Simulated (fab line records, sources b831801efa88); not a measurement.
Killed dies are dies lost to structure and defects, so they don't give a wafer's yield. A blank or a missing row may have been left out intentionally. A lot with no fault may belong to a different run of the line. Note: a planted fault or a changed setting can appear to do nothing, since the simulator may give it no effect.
Which tool did it?    flow gf180mcu    at 1 step of a route of 602, 6 lots with 18 wafers sampled

WHAT EACH GAUGE READ, for each wafer
GF_V2_THK_MEAS_01.
lot   measured      on             V2_CVD_00_THK (nm)
L910  day 19 14:29  film metro-03  601 598 600
L912  day 20 11:22  film metro-02  592 594 585
L914  day 21 10:05  film metro-04  594 592 586
L924  day 24 21:05  film metro-03  593 600 597
L928  day 26 00:28  film metro-02  606 599 596
L930  day 26 14:53  film metro-02  605 608 614

EACH LOT AND THE TOOL THAT RAN IT (in order: tool; ch and the chambers of the sampled wafers; start)
Before these readings, the record contains no process step.

THE ANSWER, worked out from the rows above alone
Rule: what is usual is taken from the lots themselves. Put in order of their means at a reading, lots are off if they are a third of the lots or fewer, leave a main group of 4 or more, and stand apart from it by a gap of 3 or more times the standard deviation of the main group's means; of several such gaps the widest counts. Not used: any main group whose means are identical at the precision the tables above print for the reading. A lot without any number at a reading at which 4 lots or more have one is off too. The other lots that the step has rows for count as sound.
Nothing can be told from this: no lot is off at any reading shown.

WHAT THE SIMULATOR HAD PUT IN
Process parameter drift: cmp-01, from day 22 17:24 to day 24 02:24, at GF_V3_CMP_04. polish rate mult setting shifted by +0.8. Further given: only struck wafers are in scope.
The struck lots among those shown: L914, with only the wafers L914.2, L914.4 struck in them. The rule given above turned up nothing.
